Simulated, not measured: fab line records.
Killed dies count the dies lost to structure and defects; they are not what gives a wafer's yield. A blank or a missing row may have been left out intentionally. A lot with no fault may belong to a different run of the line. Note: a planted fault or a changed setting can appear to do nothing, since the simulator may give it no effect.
Matching of chambers / flow sky130 / SKY_VIA2_CMP_02 on cmp-02 has 4 sister chambers
The step polishes SiO2. 4 wafers are shown with their chamber, then 7 later ones without.

== EACH WAFER AND ITS CHAMBER ==
wafer=L907.2; chamber=0; motor-current-A (A)=12.5
wafer=L906.5; chamber=2; motor-current-A (A)=13.4
wafer=L908.3; chamber=1; motor-current-A (A)=11.6
wafer=L908.5; chamber=3; motor-current-A (A)=10.4

== WAFERS WHOSE CHAMBER IS MISSING ==
wafer=L908.6; motor-current-A (A)=12.3
wafer=L910.3; motor-current-A (A)=10.3
wafer=L910.4; motor-current-A (A)=13.6
wafer=L910.6; motor-current-A (A)=11.8
wafer=L921.1; motor-current-A (A)=13.3
wafer=L921.4; motor-current-A (A)=11.4
wafer=L921.5; motor-current-A (A)=10.8

== EACH ONE'S CHAMBER ==
wafer=L908.6; from the rows above=0; in truth=0
wafer=L910.3; from the rows above=3; in truth=3
wafer=L910.4; from the rows above=2; in truth=2
wafer=L910.6; from the rows above=1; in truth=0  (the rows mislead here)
wafer=L921.1; from the rows above=2; in truth=2
wafer=L921.4; from the rows above=1; in truth=1
wafer=L921.5; from the rows above=can't be placed: 3 or 1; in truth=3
Correct placement for 5 of the 7. Can't be placed from these rows: 1 (the true chamber is among the candidates in 1). Placed wrongly: 1.
How it was worked out, from the rows above alone: a wafer's distance from a chamber is the root of the sum, over the readings, of the square of ((its reading less the chamber's mean) divided by the reading's scatter). The wafer belongs to the nearest chamber; if the next one is less than 2 further off, it can't be placed. For every chamber, the mean is computed from those of its wafers that are shown. The scatter: root of mean squared gap, hidden wafer to nearest shown wafer, with one shown wafer a chamber.
